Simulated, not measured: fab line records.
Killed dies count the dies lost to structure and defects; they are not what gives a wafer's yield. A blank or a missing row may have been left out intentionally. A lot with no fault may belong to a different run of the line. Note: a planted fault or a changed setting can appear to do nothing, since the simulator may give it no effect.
fab line records | flow gf180mcu
record lots=6 | wafers=18 | lastDay=34
route steps=602 shown V4@486
lots with no fault: from the same line, run without faults
startH: the number of hours between the record's first day and the start of the first shown wafer of the lot | waitH: time in hours since the lot's previous step | " unchanged from the row above | L1.1+2: a row that stands for several wafers | - no value, or no start was given | * or withheld: withheld | < > ~ a bound
route shown NAME@n: NAME is a module with steps in the file, n the number in the route of the first one | usual: mean/standard deviation taken from wafers without a fault | same: alike in all rows | chamber/n: place in a boat | sites: each site's reading | _std_site: standard deviation across them | _edge_site: inner sites' mean taken away from outer sites' mean | radiusMm: for every site, how far away it sits from the centre of the wafer | mask NAME#n: copy n | behind: tool/chamber where the wafer was last shaped | hold: cause of the lot's hold/its duration in hours/its outcome | device: the transistor (n, p or np) that didn't switch | end of line: at the end of the route, the tests of the same wafers | a step with no rows: only its recipe | killed: the dies lost at the first sort to structure and to defects; this is not the yield of the wafer | map: a wafer's dies, x killed, . not, _ none there
set.NAME: the setting the step ran with; set.NAME@STEP: the setting that earlier step ran with | model.NAME: the simulator's own value behind a step, which no gauge read
lots seen at some steps along the route; tables by step, rows by wafer
services: a tool's chamber out of use, with start hour (startH, from the record's first day; less than 0 if before it), hours out, and reason
## steps
# step GF_V4_SOFTBAKE_10
# recipe tempC=130 | timeS=60 | resist=KrF
# step GF_V4_EXPOSE_11
# recipe maskId=Via4 | targetCdNm=260 | na=0.68 | sourceShape=conventional | sigmaOuter=0.6 | doseMj=38
# step GF_V4_PEB_12
# recipe pebTempC=135 | pebTimeS=90 | resist=KrF
# step GF_V4_DEVELOP_13
# recipe developTimeS=60 | resist=KrF | devTempC=21
# step GF_V4_CD_MEAS_14
# recipe targetCdNm=260
# usual cdNm=260.1/1.2
lot.wafer | tool     | chamber | startH | waitH | cdNm
L785.1    | cdSem-01 | -       | 608.11 | 0.1   | 259.9
L785.2    | "        | -       | "      | "     | 260.4
L785.6    | "        | -       | "      | "     | 260.0
L797.2    | cdSem-02 | -       | 703.48 | 0.1   | 259.4
L797.3    | "        | -       | "      | "     | 259.4
L797.5    | "        | -       | "      | "     | 259.1
L798.1    | cdSem-01 | -       | 703.70 | 0.1   | 259.8
L798.4    | "        | -       | "      | "     | 259.3
L798.6    | "        | -       | "      | "     | 261.6
L799.1    | cdSem-02 | -       | 711.46 | 0.1   | 258.0
L799.4    | "        | -       | "      | "     | 257.2
L799.5    | "        | -       | "      | "     | 257.9
L801.1    | cdSem-02 | -       | 725.55 | 0.1   | 260.9
L801.4    | "        | -       | "      | "     | 260.3
L801.5    | "        | -       | "      | "     | 258.7
L802.3    | cdSem-01 | -       | 732.40 | 0.1   | 262.5
L802.4    | "        | -       | "      | "     | 261.5
L802.6    | "        | -       | "      | "     | 261.9
# step GF_V4_OVL_MEAS_15
# usual V4_OVL=5/4.8
lot.wafer | tool       | chamber | startH | waitH | V4_OVL[nm]
L785.1    | overlay-01 | -       | 608.23 | 0.1   | 0
L785.2    | "          | -       | "      | "     | 1
L785.6    | "          | -       | "      | "     | 13
L797.2    | overlay-02 | -       | 703.58 | 0.1   | -7
L797.3    | "          | -       | "      | "     | 5
L797.5    | "          | -       | "      | "     | 3
L798.1    | overlay-01 | -       | 703.82 | 0.1   | 12
L798.4    | "          | -       | "      | "     | 15
L798.6    | "          | -       | "      | "     | 6
L799.1    | overlay-02 | -       | 711.58 | 0.1   | 11
L799.4    | "          | -       | "      | "     | 12
L799.5    | "          | -       | "      | "     | 12
L801.1    | overlay-01 | -       | 725.67 | 0.1   | 3
L801.4    | "          | -       | "      | "     | 11
L801.5    | "          | -       | "      | "     | 3
L802.3    | overlay-02 | -       | 732.49 | 0.1   | 4
L802.4    | "          | -       | "      | "     | 8
L802.6    | "          | -       | "      | "     | 16
# step GF_V4_ETCH_16
# recipe chemistry=N2/H2 | targetDepthA=withheld | overetchA=withheld | timeS=withheld | target=BARC | ionEnergyEv=200 | sourceW=500 | biasW=100 | pressureMtorr=30 | n2FlowSccm=100 | h2FlowSccm=200
# usual drypumpMotorCurrentA=5.8/0.53 | oesProductAu=0.854/0.0047 | throttleValvePct=13.225/0.0087
lot.wafer | tool       | chamber | startH | waitH | drypumpMotorCurrentA | oesProductAu | throttleValvePct
L785.1    | rieDiel-01 | 3       | 608.26 | 0.0   | 6.7                  | 0.863        | 13.221
L785.2    | "          | 1       | "      | "     | 6.1                  | 0.859        | 13.235
L785.6    | "          | 2       | "      | "     | 5.4                  | 0.855        | 13.217
L797.2    | rieDiel-01 | 0       | 703.61 | 0.0   | 5.4                  | 0.854        | 13.223
L797.3    | "          | 3       | "      | "     | 6.7                  | 0.856        | 13.228
L797.5    | "          | 2       | "      | "     | 5.4                  | 0.848        | 13.223
L798.1    | rieDiel-04 | 3       | 703.85 | 0.0   | 5.7                  | 0.855        | 13.219
L798.4    | "          | 1       | "      | "     | 5.2                  | 0.854        | 13.226
L798.6    | "          | 0       | "      | "     | 6.1                  | 0.851        | 13.238
L799.1    | rieDiel-03 | 1       | 711.61 | 0.0   | 6.0                  | 0.847        | 13.229
L799.4    | "          | 3       | "      | "     | 6.8                  | 0.859        | 13.224
L799.5    | "          | 0       | "      | "     | 5.8                  | 0.857        | 13.225
L801.1    | rieDiel-04 | 1       | 725.70 | 0.0   | 5.2                  | 0.847        | 13.231
L801.4    | "          | 0       | "      | "     | 6.1                  | 0.852        | 13.216
L801.5    | "          | 0       | "      | "     | 6.1                  | 0.857        | 13.234
L802.3    | rieDiel-04 | 0       | 732.51 | 0.0   | 6.1                  | 0.852        | 13.238
L802.4    | "          | 1       | "      | "     | 5.2                  | 0.857        | 13.223
L802.6    | "          | 0       | "      | "     | 6.1                  | 0.857        | 13.240
# step GF_V4_ETCH_17
# recipe chemistry=C4F8/O2/Ar | maskMaterial=KrF | target=SiO2 | stopOn=TiN | sourceW=1500 | biasW=1200 | pressureMtorr=40 | c4f8FlowSccm=withheld | O2_flow_sccm=6 | Ar_flow_sccm=300 | timeS=withheld | targetDepthA=6300
# usual oesProductAu=0.856/0.0047
lot.wafer | tool       | chamber | startH | waitH | oesProductAu
L785.1    | rieDiel-01 | 3       | -      | -     | 0.851
L785.2    | "          | 1       | "      | "     | 0.858
L785.6    | "          | 2       | "      | "     | 0.857
L797.2    | rieDiel-01 | 0       | -      | -     | 0.857
L797.3    | "          | 3       | "      | "     | 0.844
L797.5    | "          | 2       | "      | "     | 0.854
L798.1    | rieDiel-04 | 3       | -      | -     | 0.853
L798.4    | "          | 1       | "      | "     | 0.849
L798.6    | "          | 0       | "      | "     | 0.857
L799.1    | rieDiel-03 | 1       | -      | -     | 0.860
L799.4    | "          | 3       | "      | "     | 0.846
L799.5    | "          | 0       | "      | "     | 0.859
L801.1    | rieDiel-04 | 1       | -      | -     | 0.852
L801.4    | "          | 0       | "      | "     | 0.856
L801.5    | "          | 0       | "      | "     | 0.854
L802.3    | rieDiel-04 | 0       | -      | -     | 0.857
L802.4    | "          | 1       | "      | "     | 0.859
L802.6    | "          | 0       | "      | "     | 0.857
# step GF_V4_STRIP_18
# recipe chemistry=O2/N2 | powerW=1400 | pressureMtorr=1500 | platenTempC=250 | o2FlowSccm=3000 | n2FlowSccm=300 | overashFraction=0.5
# usual drypumpMotorCurrentA=5.8/0.46 | heaterPowerW=313/22 | oesProductAu=0.592/0.0049
lot.wafer | tool           | chamber | startH | waitH | drypumpMotorCurrentA | heaterPowerW | oesProductAu | rfHoursCounterH
L785.1    | plasmaAsher-01 | 0       | 608.39 | -     | 5.4                  | 276          | 0.589        | 87
L785.2    | "              | 1       | "      | "     | 6.4                  | 276          | 0.592        | 87
L785.6    | "              | 1       | "      | "     | 6.4                  | 270          | 0.591        | -
L797.2    | plasmaAsher-01 | 1       | 703.74 | -     | 6.4                  | 276          | 0.596        | 98
L797.3    | "              | 1       | "      | "     | 6.4                  | 281          | 0.602        | -
L797.5    | "              | 1       | "      | "     | 6.5                  | 277          | 0.593        | -
L798.1    | plasmaAsher-02 | 0       | 703.98 | -     | 5.7                  | 321          | 0.587        | 63
L798.4    | "              | 0       | "      | "     | 5.7                  | 318          | 0.590        | -
L798.6    | "              | 0       | "      | "     | 5.7                  | 316          | 0.598        | -
L799.1    | plasmaAsher-02 | 0       | 711.74 | -     | 5.7                  | 311          | 0.589        | 64
L799.4    | "              | 1       | "      | "     | 5.6                  | 309          | 0.593        | -
L799.5    | "              | 0       | "      | "     | 5.7                  | 317          | 0.596        | -
L801.1    | plasmaAsher-02 | 0       | 725.83 | -     | 5.7                  | 311          | 0.591        | 66
L801.4    | "              | 0       | "      | "     | 5.7                  | 319          | 0.593        | -
L801.5    | "              | 1       | "      | "     | 5.5                  | 307          | 0.590        | -
L802.3    | plasmaAsher-03 | 1       | 732.68 | -     | 5.2                  | 316          | 0.592        | -
L802.4    | "              | 0       | "      | "     | 6.7                  | 357          | 0.593        | -
L802.6    | "              | 1       | "      | "     | 5.2                  | 318          | 0.590        | -
# step GF_V4_STRIP_19
# recipe chemistry=postEtchResidueRemover | timeS=1200 | tempC=72.5
# step GF_V4_CLEAN_20
# recipe chemistry=DIW | dry=n2Spin
# step GF_V4_SPUTTER_21
# recipe material=Ti | targetThkNm=15 | chamberPressurePa=5 | powerW=2500 | substrateTempC=200 | timeS=80.02
# usual cathodeDcPowerW=2500.0/0.47 | chamberPressurePa=5.000/0.0089 | substrateTempC=200.00/0.16 | throttleValvePct=29.9/1.1
lot.wafer | tool          | chamber | startH | waitH | cathodeDcPowerW | chamberPressurePa | substrateTempC | throttleValvePct
L785.1    | pvdSputter-04 | -       | 608.94 | 0.0   | 2500.8          | 5.008             | 199.99         | 30.5
L785.2    | "             | -       | "      | "     | 2500.7          | 5.002             | 200.00         | 29.2
L785.6    | "             | -       | "      | "     | 2500.2          | 4.989             | 199.93         | 29.4
L797.2    | pvdSputter-03 | -       | 704.28 | 0.0   | 2500.4          | 5.005             | 199.81         | 28.8
L797.3    | "             | -       | "      | "     | 2499.6          | 5.004             | 199.97         | 30.4
L797.5    | "             | -       | "      | "     | 2499.4          | 5.013             | 200.22         | 31.4
L798.1    | pvdSputter-04 | -       | 704.51 | 0.0   | 2499.7          | 4.991             | 199.99         | 29.0
L798.4    | "             | -       | "      | "     | 2500.1          | 5.003             | 200.18         | 28.1
L798.6    | "             | -       | "      | "     | 2500.2          | 4.996             | 199.88         | 29.3
L799.1    | pvdSputter-01 | -       | 712.31 | 0.0   | 2499.8          | 4.993             | 199.55         | 31.0
L799.4    | "             | -       | "      | "     | 2499.7          | 4.995             | 199.82         | 30.5
L799.5    | "             | -       | "      | "     | 2499.8          | 5.020             | 200.49         | 31.0
L801.1    | pvdSputter-03 | -       | 726.36 | 0.0   | 2500.5          | 5.007             | 199.99         | 29.9
L801.4    | "             | -       | "      | "     | 2500.4          | 4.992             | 199.82         | 28.7
L801.5    | "             | -       | "      | "     | 2499.9          | 5.009             | 200.10         | 30.3
L802.3    | pvdSputter-04 | -       | 733.18 | 0.0   | 2500.3          | 5.006             | 199.97         | 29.5
L802.4    | "             | -       | "      | "     | 2499.9          | 4.997             | 200.05         | 28.2
L802.6    | "             | -       | "      | "     | 2499.8          | 5.002             | 200.04         | 28.0
# step GF_V4_SPUTTER_22
# recipe material=TiN | targetThkNm=10 | chamberPressurePa=5 | powerW=4000 | timeS=40
# usual cathodeDcPowerW=4000.0/0.77 | chamberPressurePa=5.000/0.0098 | throttleValvePct=29.9/1
lot.wafer | tool          | chamber | startH | waitH | cathodeDcPowerW | chamberPressurePa | throttleValvePct
L785.1    | pvdSputter-04 | -       | 609.00 | 0.0   | 4001.7          | 5.001             | 30.9
L785.2    | "             | -       | "      | "     | 3999.8          | 5.001             | 29.1
L785.6    | "             | -       | "      | "     | 4001.0          | 5.007             | 29.6
L797.2    | pvdSputter-03 | -       | 704.34 | 0.0   | -               | -                 | -
L797.3    | "             | -       | "      | "     | -               | -                 | -
L797.5    | "             | -       | "      | "     | -               | -                 | -
L798.1    | pvdSputter-04 | -       | 704.58 | 0.0   | -               | -                 | -
L798.4    | "             | -       | "      | "     | -               | -                 | -
L798.6    | "             | -       | "      | "     | -               | -                 | -
L799.1    | pvdSputter-01 | -       | 712.37 | 0.0   | 4000.7          | 4.981             | 30.8
L799.4    | "             | -       | "      | "     | 3998.8          | 4.977             | 31.0
L799.5    | "             | -       | "      | "     | 4001.7          | 5.001             | 30.9
L801.1    | pvdSputter-03 | -       | 726.43 | 0.0   | 4000.3          | 5.004             | 29.9
L801.4    | "             | -       | "      | "     | 3999.8          | 4.992             | 28.4
L801.5    | "             | -       | "      | "     | 4000.2          | 5.000             | 30.0
L802.3    | pvdSputter-04 | -       | 733.24 | 0.0   | 4000.1          | 5.005             | 29.0
L802.4    | "             | -       | "      | "     | 3999.6          | 4.993             | 28.2
L802.6    | "             | -       | "      | "     | 4000.3          | 4.982             | 28.2
# step GF_V4_CVD_23
# recipe material=W | targetThkNm=350 | timeS=104.9 | tempC=400 | pressureTorr=40
# usual heaterPowerW=880/50
lot.wafer | tool    | chamber | startH | waitH | heaterPowerW
L785.1    | cvdW-01 | 1       | 609.04 | 0.0   | 918
L785.2    | "       | 0       | "      | "     | 921
L785.6    | "       | 0       | "      | "     | 926
L797.2    | cvdW-01 | 0       | 704.38 | 0.0   | 931
L797.3    | "       | 1       | "      | "     | 924
L797.5    | "       | 0       | "      | "     | 934
L798.1    | cvdW-02 | 0       | 704.61 | 0.0   | 804
L798.4    | "       | 1       | "      | "     | 838
L798.6    | "       | 0       | "      | "     | 807
L799.1    | cvdW-02 | 0       | 712.41 | 0.0   | 831
L799.4    | "       | 0       | "      | "     | 823
L799.5    | "       | 0       | "      | "     | 792
L801.1    | cvdW-01 | 1       | 726.46 | 0.0   | 910
L801.4    | "       | 1       | "      | "     | 913
L801.5    | "       | 0       | "      | "     | 906
L802.3    | cvdW-01 | 1       | 733.31 | 0.1   | 919
L802.4    | "       | 0       | "      | "     | 921
L802.6    | "       | 1       | "      | "     | 915
## services
tool           | chamber | startH | hours | kind
rieDiel-03     | 3       | 587.22 | 8.4   | repair
rieDiel-01     | 1       | 588.50 | 3.7   | repair
cvdW-01        | -       | 597.07 | 6.0   | pm
rieDiel-03     | 1       | 628.79 | 16.8  | repair
rieDiel-03     | 2       | 629.47 | 4.3   | repair
rieDiel-03     | 3       | 642.00 | 6.4   | repair
plasmaAsher-03 | -       | 653.94 | 0.3   | repair
rieDiel-01     | -       | 675.92 | 1.7   | repair
cvdW-02        | -       | 680.46 | 2.8   | pm
rieDiel-03     | 2       | 698.16 | 14.1  | repair
pvdSputter-01  | -       | 701.40 | 2.1   | repair
plasmaAsher-03 | -       | 712.98 | 4.5   | repair
## key
firstSign step=GF_V4_SPUTTER_22 | reading=toolRecord | direction=missing
effect none on later readings
metAt GF_V4_SPUTTER_22
struckWafers L797.2,L797.3,L797.5,L798.1,L798.4,L798.6
laterRowsLeftOut L797.2,L797.3,L797.5,L798.1,L798.4,L798.6
sortLeftOut L797.2,L797.3,L797.5,L798.1,L798.4,L798.6
onsetBetween 609.00 704.34
fault kind=skippedStepWhole | tool=pvdSputter-03,pvdSputter-04 | chamber=- | onsetH=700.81 | steps=GF_V4_SPUTTER_22 | scope=struckLotsOnly
# sortLeftOut: the simulated sort isn't trusted on such a fault, so these wafers' sort isn't shown, and their yield isn't known
# laterRowsLeftOut: the simulator's readings of these wafers behind a module that went badly wrong aren't trusted and aren't shown, but for the sort
